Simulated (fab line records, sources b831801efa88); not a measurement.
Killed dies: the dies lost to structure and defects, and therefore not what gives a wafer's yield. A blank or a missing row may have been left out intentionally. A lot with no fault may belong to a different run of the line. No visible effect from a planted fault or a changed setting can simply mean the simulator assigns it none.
fab line records	flow sky130
[record] lots = 12	wafers = 36	last-day = 50
route steps=708 shown FIELD_ISO@1 DNWELL@43 PAD_OPEN@708
lots that met no fault: taken from a fault-free run of the same line
start-h: hours from the record's first day to the start of the lot's first wafer shown	wait-h: hours elapsed since this lot's preceding step	" same as the row above	L1.1+2: several wafers, shown together as one row	- value missing, or start not given	* or withheld: withheld	< > ~ a bound
route shown NAME@n: NAME is a module with steps in the file, n the number in the route of the first one	usual: mean/standard deviation of fault-free wafers	same: alike in all rows	chamber/n: place in a boat	sites: per-site readings	_std_site: their standard deviation	_edge_site: inner sites' mean taken away from outer sites' mean	radius-mm: how far each site lies from the wafer's centre	mask NAME#n: copy n	behind: the most recent tool/chamber to have shaped the wafer	hold: reason for holding the lot/hours on hold/outcome of the hold	device: names the non-switching transistor (n, p or np)	end of line: tests run on the same wafers once the route is complete	a step given without rows: its recipe and nothing more	killed: count of dies lost to structure and defects at first sort (not the wafer's yield)	map: a wafer's dies, marking killed ones x, the rest . and places with no die _
set.NAME: setting as actually run; set.NAME@STEP: the setting as run at that earlier step	model.NAME: the simulator's own value behind a step, which no gauge read
the route's steps for a sample of lots (tables are steps, rows are wafers)
services: from which hour (start-h, from the record's first day; less than 0 if before it) a tool's chamber was out of use, for how many hours, and why
[[steps]]
[step SKY_FIELD_ISO_BOW_MEAS_00]
[recipe] mode = bow
[usual] INCOMING_BOW = 0/5.7
lot.wafer	tool	chamber	start-h	wait-h	INCOMING_BOW[um]
L636.3	film-metro-02	-	15.04	-	7
L636.4	"	-	"	"	2
L636.6	"	-	"	"	0
L637.1	film-metro-03	-	20.00	-	-10
L637.3	"	-	"	"	0
L637.6	"	-	"	"	4
L638.1	film-metro-02	-	25.00	-	0
L638.3	"	-	"	"	-8
L638.5	"	-	"	"	-7
L639.1	film-metro-02	-	30.00	-	1
L639.5	"	-	"	"	-6
L639.6	"	-	"	"	0
L640.1	film-metro-01	-	35.00	-	15
L640.5	"	-	"	"	5
L640.6	"	-	"	"	-9
L641.1	film-metro-01	-	40.00	-	11
L641.3	"	-	"	"	6
L641.6	"	-	"	"	-11
L642.2	film-metro-02	-	45.02	-	2
L642.4	"	-	"	"	0
L642.6	"	-	"	"	1
L645.2	film-metro-02	-	60.02	-	3
L645.4	"	-	"	"	0
L645.5	"	-	"	"	-2
L646.4	film-metro-02	-	65.06	-	-7
L646.5	"	-	"	"	-3
L646.6	"	-	"	"	5
L651.1	film-metro-01	-	90.00	-	0
L651.2	"	-	"	"	1
L651.4	"	-	"	"	-6
L654.1	film-metro-01	-	105.05	-	11
L654.4	"	-	"	"	-7
L654.5	"	-	"	"	-1
L657.3	film-metro-02	-	120.04	-	4
L657.4	"	-	"	"	-3
L657.6	"	-	"	"	-1
[step SKY_FIELD_ISO_COAT_07]
[recipe] resist = BARC	temp-c = withheld	time-s = withheld	spin-rpm = 3000	resist-thk-nm = 60
[usual] dispense-pressure-kPa = 50/5
lot.wafer	tool	chamber	start-h	wait-h	dispense-pressure-kPa
L636.3	litho-track-03	0	26.20	0.1	43
L636.4	"	0	"	"	43
L636.6	"	0	"	"	43
L637.1	litho-track-01	0	31.79	0.1	57
L637.3	"	0	"	"	57
L637.6	"	0	"	"	57
L638.1	litho-track-01	0	36.44	0.1	57
L638.3	"	0	"	"	57
L638.5	"	0	"	"	57
L639.1	litho-track-02	0	41.84	0.1	50
L639.5	"	0	"	"	50
L639.6	"	0	"	"	50
L640.1	litho-track-02	0	47.14	0.1	50
L640.5	"	0	"	"	50
L640.6	"	0	"	"	50
L641.1	litho-track-02	0	51.69	0.1	50
L641.3	"	0	"	"	50
L641.6	"	0	"	"	50
L642.2	litho-track-02	0	56.96	0.1	50
L642.4	"	0	"	"	50
L642.6	"	0	"	"	50
L645.2	litho-track-02	0	73.76	0.1	50
L645.4	"	0	"	"	50
L645.5	"	0	"	"	50
L646.4	litho-track-01	0	76.82	0.1	57
L646.5	"	0	"	"	57
L646.6	"	0	"	"	57
L651.1	litho-track-03	0	102.55	0.1	44
L651.2	"	0	"	"	44
L651.4	"	0	"	"	44
L654.1	litho-track-01	0	118.09	0.1	56
L654.4	"	0	"	"	57
L654.5	"	0	"	"	56
L657.3	litho-track-01	0	133.54	0.1	57
L657.4	"	0	"	"	56
L657.6	"	0	"	"	56
[step SKY_FIELD_ISO_ETCH_14]
[recipe] chemistry = N2/H2	target = BARC	ion-energy-ev = 200	source-w = 500	bias-w = 100	pressure-mtorr = 30	n2-flow-sccm = 100	h2-flow-sccm = 200	stop-on = SiO2	time-s = 45.9	target-depth-a = 600
[usual] drypump-motor-current-A = 5.9/0.31	oes-product-au = 0.855/0.0047	throttle-valve-pct = 13.226/0.0086
lot.wafer	tool	chamber	start-h	wait-h	drypump-motor-current-A	oes-product-au	rf-hours-counter-h	throttle-valve-pct
L636.3	rie-diel-01	3	33.81	0.1	5.5	0.849	109	13.241
L636.4	"	2	"	"	6.1	0.857	158	13.239
L636.6	"	0	"	"	5.6	0.849	-	13.224
L637.1	rie-diel-04	1	39.31	0.1	6.2	0.856	119	13.229
L637.3	"	2	"	"	5.8	0.852	164	13.234
L637.6	"	0	"	"	6.0	0.864	-	13.241
L638.1	rie-diel-01	3	44.67	0.1	5.5	0.848	109	13.239
L638.3	"	2	"	"	6.1	0.854	158	13.223
L638.5	"	1	"	"	5.6	0.851	-	13.229
L639.1	rie-diel-01	3	49.96	0.1	5.5	0.847	109	13.219
L639.5	"	3	"	"	5.4	0.856	-	13.208
L639.6	"	0	"	"	5.6	0.848	-	13.232
L640.1	rie-diel-04	1	55.07	0.1	6.2	0.849	119	13.217
L640.5	"	0	"	"	6.0	0.855	-	13.233
L640.6	"	1	"	"	6.2	0.861	-	13.224
L641.1	rie-diel-03	2	59.57	0.1	5.8	0.857	71	13.216
L641.3	"	3	"	"	5.9	0.859	67	13.221
L641.6	"	1	"	"	6.4	0.857	-	13.233
L642.2	rie-diel-01	2	64.96	0.1	6.1	0.795	158	13.224
L642.4	"	3	"	"	5.5	0.805	109	13.204
L642.6	"	3	"	"	5.5	0.799	-	13.216
L645.2	rie-diel-01	0	83.11	0.1	5.6	0.803	6	13.219
L645.4	"	1	"	"	5.6	0.797	142	13.221
L645.5	"	3	"	"	5.5	0.801	-	13.227
L646.4	rie-diel-03	2	85.66	0.0	5.8	0.855	71	13.230
L646.5	"	2	"	"	5.8	0.855	-	13.225
L646.6	"	3	"	"	5.9	0.847	-	13.221
L651.1	rie-diel-04	0	111.31	0.1	6.0	0.857	163	13.222
L651.2	"	3	"	"	5.7	0.852	164	13.218
L651.4	"	0	"	"	6.0	0.863	-	13.226
L654.1	rie-diel-04	2	127.76	0.1	5.8	0.853	0	13.227
L654.4	"	2	"	"	5.8	0.851	-	13.208
L654.5	"	1	"	"	6.2	0.851	-	13.232
L657.3	rie-diel-03	2	144.42	0.1	5.8	0.856	72	13.239
L657.4	"	3	"	"	5.9	0.854	69	13.221
L657.6	"	2	"	"	5.8	0.858	-	13.216
[step SKY_FIELD_ISO_THK_MEAS_23]
[recipe] reads = SiO2_of_FIELD_ISO_OXIDATION_22
[usual] FIELD_ISO_OXIDATION_01_THK = 10.05/0.18
lot.wafer	tool	chamber	start-h	wait-h	FIELD_ISO_OXIDATION_01_THK[nm]
L636.3	film-metro-01	-	35.75	0.0	10.16
L636.4	"	-	"	"	10.02
L636.6	"	-	"	"	10.21
L637.1	film-metro-03	-	41.63	0.0	10.31
L637.3	"	-	"	"	10.04
L637.6	"	-	"	"	10.21
L638.1	film-metro-03	-	49.19	0.0	9.71
L638.3	"	-	"	"	9.83
L638.5	"	-	"	"	9.82
L639.1	film-metro-02	-	56.18	0.0	10.26
L639.5	"	-	"	"	9.96
L639.6	"	-	"	"	10.19
L640.1	film-metro-01	-	60.20	0.0	9.86
L640.5	"	-	"	"	10.15
L640.6	"	-	"	"	9.99
L641.1	film-metro-02	-	62.78	0.0	10.11
L641.3	"	-	"	"	10.13
L641.6	"	-	"	"	9.88
L642.2	film-metro-01	-	68.37	0.0	9.95
L642.4	"	-	"	"	10.14
L642.6	"	-	"	"	10.21
L645.2	film-metro-03	-	84.95	0.0	9.90
L645.4	"	-	"	"	10.08
L645.5	"	-	"	"	9.95
L646.4	film-metro-01	-	87.84	0.0	10.03
L646.5	"	-	"	"	9.94
L646.6	"	-	"	"	9.84
L651.1	film-metro-03	-	114.81	0.0	9.90
L651.2	"	-	"	"	9.93
L651.4	"	-	"	"	10.08
L654.1	film-metro-03	-	130.05	0.0	10.05
L654.4	"	-	"	"	10.00
L654.5	"	-	"	"	9.95
L657.3	film-metro-01	-	147.08	0.0	10.14
L657.4	"	-	"	"	10.27
L657.6	"	-	"	"	10.13
[step SKY_DNWELL_STRIP_08]
[recipe] chemistry = O2/N2	power-w = 1400	pressure-mtorr = 1500	platen-temp-c = withheld	o2-flow-sccm = 3000	n2-flow-sccm = 300	overash-fraction = 0.5
[usual] drypump-motor-current-A = 5.7/0.34	oes-product-au = 0.722/0.005	strip-time-to-endpoint-s = 36.95/0.094
lot.wafer	tool	chamber	start-h	wait-h	drypump-motor-current-A	oes-product-au	rf-hours-counter-h	strip-time-to-endpoint-s
L636.3	plasma-asher-04	1	55.83	0.1	5.6	0.722	-	36.99
L636.4	"	0	"	"	5.3	0.719	-	36.86
L636.6	"	0	"	"	5.3	0.719	-	36.92
L637.1	plasma-asher-04	1	61.39	0.1	5.6	0.733	38	36.95
L637.3	"	0	"	"	5.3	0.726	-	36.94
L637.6	"	1	"	"	5.6	0.723	-	37.06
L638.1	plasma-asher-04	0	72.99	0.1	5.3	0.728	39	37.09
L638.3	"	1	"	"	5.6	0.729	-	37.08
L638.5	"	0	"	"	5.3	0.722	-	37.12
L639.1	plasma-asher-01	1	82.41	0.1	5.2	0.719	36	36.96
L639.5	"	0	"	"	5.5	0.721	-	37.05
L639.6	"	1	"	"	5.2	0.723	-	36.98
L640.1	plasma-asher-01	0	84.66	0.1	5.5	0.724	37	36.70
L640.5	"	1	"	"	5.2	0.718	-	36.87
L640.6	"	0	"	"	5.5	0.723	-	36.99
L641.1	plasma-asher-01	1	87.79	0.1	5.2	0.728	37	36.93
L641.3	"	0	"	"	5.5	0.720	-	36.95
L641.6	"	1	"	"	5.2	0.722	-	36.94
L642.2	plasma-asher-04	1	91.76	0.1	5.6	0.730	41	37.08
L642.4	"	0	"	"	5.3	0.726	-	37.07
L642.6	"	0	"	"	5.3	0.716	-	37.09
L645.2	plasma-asher-01	1	106.55	0.1	5.2	0.719	39	37.01
L645.4	"	0	"	"	5.6	0.720	-	36.88
L645.5	"	0	"	"	5.5	0.721	-	36.89
L646.4	plasma-asher-02	0	109.63	0.1	6.0	0.720	-	36.83
L646.5	"	0	"	"	6.0	0.720	-	36.88
L646.6	"	1	"	"	6.1	0.727	-	36.83
L651.1	plasma-asher-04	0	139.45	0.1	5.3	0.724	46	36.96
L651.2	"	1	"	"	5.6	0.722	46	36.96
L651.4	"	1	"	"	5.6	0.726	-	36.92
L654.1	plasma-asher-02	1	154.71	0.1	6.2	0.713	36	36.86
L654.4	"	0	"	"	6.0	0.716	-	36.81
L654.5	"	0	"	"	6.0	0.726	-	36.81
L657.3	plasma-asher-04	0	174.77	0.1	5.3	0.729	-	36.96
L657.4	"	1	"	"	5.6	0.722	-	36.96
L657.6	"	1	"	"	5.6	0.718	-	36.92
[step SKY_PAD_OPEN_PROBE_99]
[usual] killed_at_M0_to_M3 = 44/7.5	killed_at_M4_up = 3.3/1.8	killed-at-contacts = 25/5.9	killed-at-front-end = 16/4.7	killed-at-other = 0.3/0.52	killed-dies = 89/9.9	killed-open = 49/7.8	killed-short = 40/5.8
[same] gross-dies = 492	killed-at-back-side = 0
lot.wafer	tool	chamber	start-h	wait-h	killed_at_M0_to_M3	killed_at_M4_up	killed-at-contacts	killed-at-front-end	killed-at-other	killed-dies	killed-open	killed-short
L636.3	prober-02	-	1077.61	0.2	40	4	26	16	1	87	45	41
L636.4	prober-02	-	1077.66	0.2	43	6	20	19	0	88	39	49
L636.6	prober-02	-	1077.76	0.2	42	4	16	19	0	81	43	35
L637.1	prober-01	-	1083.38	0.1	27	3	17	21	0	68	36	32
L637.3	prober-01	-	1083.48	0.2	46	2	27	20	0	95	52	43
L637.6	prober-01	-	1083.63	0.2	49	4	29	20	0	102	56	45
L638.1	prober-02	-	1100.01	0.1	45	3	26	15	0	89	54	35
L638.3	prober-02	-	1100.11	0.2	45	2	30	10	0	87	51	35
L638.5	prober-02	-	1100.21	0.2	35	1	26	16	1	79	38	41
L639.1	prober-01	-	1112.92	0.1	42	4	25	24	0	95	61	34
L639.5	prober-01	-	1113.12	0.2	42	1	26	18	0	87	46	40
L639.6	prober-01	-	1113.17	0.2	52	1	26	16	0	95	50	43
L640.1	prober-02	-	1116.07	0.1	56	5	25	16	0	102	50	52
L640.5	prober-02	-	1116.27	0.2	37	3	25	13	2	80	44	34
L640.6	prober-02	-	1116.32	0.2	44	3	24	9	0	80	44	36
L641.1	prober-01	-	1119.75	0.1	39	1	27	16	0	83	45	36
L641.3	prober-01	-	1119.85	0.2	42	3	27	21	1	94	45	48
L641.6	prober-01	-	1120.00	0.2	29	3	28	21	0	81	38	43
L642.2	prober-02	-	1123.91	0.1	55	4	29	13	0	101	61	40
L642.4	prober-02	-	1124.01	0.2	37	4	32	17	1	91	49	41
L642.6	prober-02	-	1124.11	0.2	40	0	32	15	1	88	53	34
L645.2	prober-02	-	1141.86	0.1	41	3	37	12	0	93	54	39
L645.4	prober-02	-	1141.96	0.2	49	1	22	14	0	86	44	42
L645.5	prober-02	-	1142.01	0.2	44	2	36	17	0	99	59	40
L646.4	prober-02	-	1155.81	0.2	40	3	20	9	0	72	32	40
L646.5	prober-02	-	1155.86	0.2	48	4	23	17	0	92	53	39
L646.6	prober-02	-	1155.91	0.2	35	6	28	19	1	89	53	36
L651.1	prober-01	-	1165.11	0.1	54	1	25	14	0	94	53	41
L651.2	prober-01	-	1165.16	0.1	45	4	33	19	0	101	57	44
L651.4	prober-01	-	1165.26	0.2	37	4	27	20	1	89	46	43
L654.1	prober-02	-	1181.44	0.1	46	3	18	19	0	86	47	39
L654.4	prober-02	-	1181.59	0.2	49	4	19	21	0	93	49	44
L654.5	prober-02	-	1181.64	0.2	50	6	40	10	0	106	64	42
L657.3	prober-01	-	1197.74	0.2	47	1	27	18	0	93	49	44
L657.4	prober-01	-	1197.79	0.2	43	3	12	9	0	67	39	28
L657.6	prober-01	-	1197.89	0.2	51	3	25	14	0	93	52	41
// killed by level:class
L636.3 VIA1:geometric-particle:open=11 CONTACT:geometric-particle:open=8 VIA2:geometric-particle:open=6 LI_CONTACT:geometric-particle:short=5 LI_CONTACT:geometric-particle:open=5 CONTACT:geometric-particle:short=5 VIA3:geometric-particle:short=5 VIA2:geometric-particle:short=4
L636.4 METAL1:geometric-particle:short=9 FIELD_ISO:geometric-particle:short=7 LI_CONTACT:geometric-particle:open=7 VIA1:geometric-particle:open=7 METAL4:geometric-particle:short=6 FIELD_ISO:geometric-particle:open=5 CONTACT:geometric-particle:open=5 VIA2:geometric-particle:open=4
L636.6 POLY_GATE:geometric-particle:short=7 VIA1:geometric-particle:open=7 VIA2:geometric-particle:open=7 FIELD_ISO:geometric-particle:open=5 CONTACT:geometric-particle:short=5 CONTACT:geometric-particle:open=5 METAL1:geometric-particle:short=5 METAL2:geometric-particle:short=5
L637.1 FIELD_ISO:geometric-particle:short=8 POLY_GATE:geometric-particle:open=6 LI_CONTACT:geometric-particle:open=6 VIA1:geometric-particle:open=6 LOCAL_INTERCONNECT:geometric-particle:short=5 VIA2:geometric-particle:short=5 FIELD_ISO:geometric-particle:open=4 VIA3:geometric-particle:open=4
L637.3 VIA2:geometric-particle:open=10 CONTACT:geometric-particle:open=9 VIA1:geometric-particle:open=9 LI_CONTACT:geometric-particle:open=7 LI_CONTACT:geometric-particle:short=7 VIA1:geometric-particle:short=6 POLY_GATE:geometric-particle:short=5 VIA3:geometric-particle:open=5
L637.6 CONTACT:geometric-particle:open=10 VIA2:geometric-particle:open=9 VIA3:geometric-particle:open=8 FIELD_ISO:geometric-particle:open=7 LI_CONTACT:geometric-particle:open=7 METAL2:geometric-particle:short=7 VIA1:geometric-particle:open=7 METAL3:geometric-particle:short=6
L638.1 CONTACT:geometric-particle:open=13 VIA1:geometric-particle:open=12 FIELD_ISO:geometric-particle:open=7 VIA2:geometric-particle:open=7 VIA3:geometric-particle:open=7 FIELD_ISO:geometric-particle:short=5 METAL2:geometric-particle:short=5 LI_CONTACT:geometric-particle:open=4
L638.3 VIA1:geometric-particle:open=17 LI_CONTACT:geometric-particle:open=12 CONTACT:geometric-particle:open=9 METAL2:geometric-particle:short=7 CONTACT:geometric-particle:short=6 VIA2:geometric-particle:open=5 FIELD_ISO:geometric-particle:short=4 METAL3:geometric-particle:short=4
L638.5 FIELD_ISO:geometric-particle:short=8 CONTACT:geometric-particle:open=8 VIA1:geometric-particle:open=6 LI_CONTACT:geometric-particle:short=6 VIA3:geometric-particle:open=5 VIA2:geometric-particle:open=5 LI_CONTACT:geometric-particle:open=4 VIA2:geometric-particle:short=4
L639.1 VIA1:geometric-particle:open=15 FIELD_ISO:geometric-particle:open=11 LI_CONTACT:geometric-particle:open=9 VIA2:geometric-particle:open=9 LI_CONTACT:geometric-particle:short=5 VIA1:geometric-particle:short=5 POLY_GATE:geometric-particle:short=4 CONTACT:geometric-particle:short=4
L639.5 CONTACT:geometric-particle:open=8 LI_CONTACT:geometric-particle:open=7 POLY_GATE:geometric-particle:short=6 METAL2:geometric-particle:short=6 VIA1:geometric-particle:open=6 VIA2:geometric-particle:open=6 FIELD_ISO:geometric-particle:open=5 VIA1:geometric-particle:short=5
L639.6 VIA2:geometric-particle:open=9 METAL2:geometric-particle:short=8 LOCAL_INTERCONNECT:geometric-particle:short=7 CONTACT:geometric-particle:open=7 VIA1:geometric-particle:open=7 VIA2:geometric-particle:short=7 VIA3:geometric-particle:open=7 FIELD_ISO:geometric-particle:open=6
L640.1 VIA1:geometric-particle:open=11 CONTACT:geometric-particle:open=9 VIA1:geometric-particle:short=8 VIA2:geometric-particle:open=8 METAL1:geometric-particle:short=6 METAL2:geometric-particle:short=6 METAL3:geometric-particle:short=6 LOCAL_INTERCONNECT:geometric-particle:short=5
L640.5 CONTACT:geometric-particle:open=11 VIA3:geometric-particle:open=9 VIA1:geometric-particle:open=7 LI_CONTACT:geometric-particle:open=5 FIELD_ISO:geometric-particle:open=4 CONTACT:geometric-particle:short=4 VIA1:geometric-particle:short=4 METAL2:geometric-particle:short=4
L640.6 CONTACT:geometric-particle:open=10 LI_CONTACT:geometric-particle:open=8 METAL1:geometric-particle:short=8 VIA1:geometric-particle:open=8 VIA1:geometric-particle:short=7 VIA3:geometric-particle:open=4 METAL2:geometric-particle:short=3 FIELD_ISO:geometric-particle:short=3
L641.1 VIA1:geometric-particle:open=11 CONTACT:geometric-particle:short=7 LI_CONTACT:geometric-particle:open=6 CONTACT:geometric-particle:open=6 METAL2:geometric-particle:short=6 VIA3:geometric-particle:open=6 METAL2:geometric-particle:open=5 LOCAL_INTERCONNECT:geometric-particle:short=5
L641.3 VIA1:geometric-particle:open=11 LI_CONTACT:geometric-particle:open=11 METAL2:geometric-particle:short=7 FIELD_ISO:geometric-particle:short=6 POLY_GATE:geometric-particle:short=5 CONTACT:geometric-particle:open=5 VIA1:geometric-particle:short=5 VIA3:geometric-particle:short=5
L641.6 LOCAL_INTERCONNECT:geometric-particle:short=11 VIA1:geometric-particle:open=8 CONTACT:geometric-particle:open=6 LI_CONTACT:geometric-particle:open=6 POLY_GATE:geometric-particle:short=5 FIELD_ISO:geometric-particle:short=4 FIELD_ISO:geometric-particle:open=4 POLY_GATE:geometric-particle:open=4
L642.2 VIA1:geometric-particle:open=15 LI_CONTACT:geometric-particle:open=10 VIA2:geometric-particle:open=9 CONTACT:geometric-particle:open=8 CONTACT:geometric-particle:short=6 METAL2:geometric-particle:short=6 VIA3:geometric-particle:open=6 VIA1:geometric-particle:short=5
L642.4 CONTACT:geometric-particle:open=14 VIA1:geometric-particle:open=10 LOCAL_INTERCONNECT:geometric-particle:short=7 METAL1:geometric-particle:short=6 METAL4:geometric-particle:short=4 VIA3:geometric-particle:open=4 POLY_GATE:geometric-particle:open=4 LI_CONTACT:geometric-particle:open=4
L642.6 VIA1:geometric-particle:open=11 CONTACT:geometric-particle:open=10 LI_CONTACT:geometric-particle:open=10 LOCAL_INTERCONNECT:geometric-particle:short=8 POLY_GATE:geometric-particle:open=7 VIA3:geometric-particle:open=6 VIA2:geometric-particle:open=5 METAL1:geometric-particle:short=4
L645.2 CONTACT:geometric-particle:open=12 LI_CONTACT:geometric-particle:open=11 CONTACT:geometric-particle:short=9 VIA1:geometric-particle:open=9 VIA3:geometric-particle:open=7 POLY_GATE:geometric-particle:open=6 LOCAL_INTERCONNECT:geometric-particle:short=4 VIA2:geometric-particle:open=4
L645.4 VIA1:geometric-particle:open=13 CONTACT:geometric-particle:open=8 LI_CONTACT:geometric-particle:open=7 VIA1:geometric-particle:short=7 METAL2:geometric-particle:short=6 VIA3:geometric-particle:open=5 POLY_GATE:geometric-particle:short=4 VIA3:geometric-particle:short=4
L645.5 CONTACT:geometric-particle:open=13 VIA1:geometric-particle:open=13 LI_CONTACT:geometric-particle:open=7 LOCAL_INTERCONNECT:geometric-particle:short=7 VIA3:geometric-particle:open=7 POLY_GATE:geometric-particle:short=5 LI_CONTACT:geometric-particle:short=5 FIELD_ISO:geometric-particle:open=4
L646.4 VIA1:geometric-particle:open=9 CONTACT:geometric-particle:open=7 VIA2:geometric-particle:open=6 METAL1:geometric-particle:short=5 VIA1:geometric-particle:short=4 POLY_GATE:geometric-particle:short=4 LI_CONTACT:geometric-particle:short=4 LOCAL_INTERCONNECT:geometric-particle:short=4
L646.5 VIA3:geometric-particle:open=13 LI_CONTACT:geometric-particle:open=10 METAL1:geometric-particle:short=6 CONTACT:geometric-particle:open=6 VIA1:geometric-particle:open=6 VIA1:geometric-particle:short=6 FIELD_ISO:geometric-particle:short=5 POLY_GATE:geometric-particle:open=5
L646.6 CONTACT:geometric-particle:open=11 VIA1:geometric-particle:open=11 LI_CONTACT:geometric-particle:open=8 FIELD_ISO:geometric-particle:open=5 CONTACT:geometric-particle:short=5 FIELD_ISO:geometric-particle:short=4 POLY_GATE:geometric-particle:short=4 METAL1:geometric-particle:short=4
L651.1 VIA1:geometric-particle:open=11 CONTACT:geometric-particle:open=9 VIA2:geometric-particle:open=8 VIA3:geometric-particle:open=7 POLY_GATE:geometric-particle:short=6 METAL3:geometric-particle:short=6 LI_CONTACT:geometric-particle:open=5 VIA1:geometric-particle:short=5
L651.2 VIA1:geometric-particle:open=17 LI_CONTACT:geometric-particle:open=12 VIA3:geometric-particle:open=8 LOCAL_INTERCONNECT:geometric-particle:short=6 CONTACT:geometric-particle:open=6 FIELD_ISO:geometric-particle:short=4 FIELD_ISO:geometric-particle:open=4 POLY_GATE:geometric-particle:open=4
L651.4 CONTACT:geometric-particle:open=10 VIA1:geometric-particle:open=10 FIELD_ISO:geometric-particle:short=8 VIA1:geometric-particle:short=6 CONTACT:geometric-particle:short=5 LI_CONTACT:geometric-particle:short=4 LOCAL_INTERCONNECT:geometric-particle:short=4 VIA2:geometric-particle:open=4
L654.1 VIA1:geometric-particle:open=13 METAL2:geometric-particle:short=11 FIELD_ISO:geometric-particle:open=8 CONTACT:geometric-particle:open=6 CONTACT:geometric-particle:short=4 VIA2:geometric-particle:open=4 FIELD_ISO:geometric-particle:short=3 VIA3:geometric-particle:open=3
L654.4 VIA1:geometric-particle:open=13 VIA1:geometric-particle:short=8 CONTACT:geometric-particle:open=7 METAL1:geometric-particle:short=7 VIA2:geometric-particle:open=7 FIELD_ISO:geometric-particle:short=5 FIELD_ISO:geometric-particle:open=5 SPACER:geometric-particle:short=5
L654.5 VIA1:geometric-particle:open=18 LI_CONTACT:geometric-particle:open=12 LOCAL_INTERCONNECT:geometric-particle:short=11 CONTACT:geometric-particle:open=10 VIA2:geometric-particle:open=6 METAL1:geometric-particle:short=5 VIA3:geometric-particle:open=4 VIA2:geometric-particle:short=4
L657.3 VIA1:geometric-particle:open=14 FIELD_ISO:geometric-particle:short=7 LI_CONTACT:geometric-particle:open=7 METAL1:geometric-particle:short=6 CONTACT:geometric-particle:short=6 CONTACT:geometric-particle:open=6 LOCAL_INTERCONNECT:geometric-particle:short=5 VIA1:geometric-particle:short=5
L657.4 VIA1:geometric-particle:open=10 CONTACT:geometric-particle:open=8 VIA2:geometric-particle:open=7 METAL3:geometric-particle:short=5 VIA1:geometric-particle:short=5 METAL2:geometric-particle:short=5 METAL1:geometric-particle:short=4 VIA3:geometric-particle:open=4
L657.6 VIA2:geometric-particle:open=14 CONTACT:geometric-particle:open=10 VIA3:geometric-particle:open=7 VIA1:geometric-particle:open=6 CONTACT:geometric-particle:short=6 METAL1:geometric-particle:short=5 METAL3:geometric-particle:short=5 FIELD_ISO:geometric-particle:short=4
[[services]]
tool	chamber	start-h	hours	kind
rie-diel-04	3	10.20	4.7	repair
rie-diel-03	1	22.15	5.6	repair
plasma-asher-04	-	33.82	5.7	repair
plasma-asher-02	-	37.91	1.2	repair
plasma-asher-01	-	42.64	0.9	repair
rie-diel-03	2	48.48	5.2	repair
rie-diel-03	3	51.10	3.7	repair
plasma-asher-01	-	54.02	22.2	pm
rie-diel-03	-	67.61	0.2	repair
rie-diel-03	-	85.81	0.8	repair
rie-diel-04	2	97.94	-	clean
rie-diel-04	2	97.94	14.8	scheduled-down
rie-diel-04	2	97.94	14.8	vent-cycle
rie-diel-03	1	106.20	29.7	repair
plasma-asher-01	-	108.75	9.0	pm
plasma-asher-01	0	108.75	9.0	vent-cycle
plasma-asher-01	1	108.75	9.0	vent-cycle
rie-diel-04	3	112.72	-	clean
rie-diel-03	2	127.76	2.2	repair
rie-diel-01	2	129.78	-	clean
rie-diel-01	2	129.78	14.8	scheduled-down
rie-diel-01	2	129.78	14.8	vent-cycle
plasma-asher-01	-	144.33	2.0	repair
rie-diel-01	0	162.15	6.2	repair
[[key]]
[first-sign] step = SKY_FIELD_ISO_ETCH_14	reading = oes-product-au	direction = down	sigmas = 12	usual = 0.855	struck = 0.800
effect none on later readings
met-at SKY_FIELD_ISO_COAT_07
struck-lots L642,L645
tester-left-out L642,L645
not-acting-at SKY_FIELD_ISO_BOW_MEAS_00,SKY_FIELD_ISO_THK_MEAS_23,SKY_DNWELL_STRIP_08
onset-between 51.69 56.96
also-fits SKY_FIELD_ISO_ETCH_14:rie-diel-01
[fault] kind = process-parameter-drift	tool = litho-track-02	chamber = -	onset-h = 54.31	steps = SKY_FIELD_ISO_COAT_07	channel = resist-thk-nm	offset = -6.6406	shape = step	end-h = 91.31	acts-in = these-recipes-only	stated = 60
// tester-left-out: of these lots the tester's yield and bins aren't shown, on N5 and GAA mostly nor the transistor test; their killed dies are dies lost to structure and defects alone, not to doping, threshold or leakage, so they don't give the yield
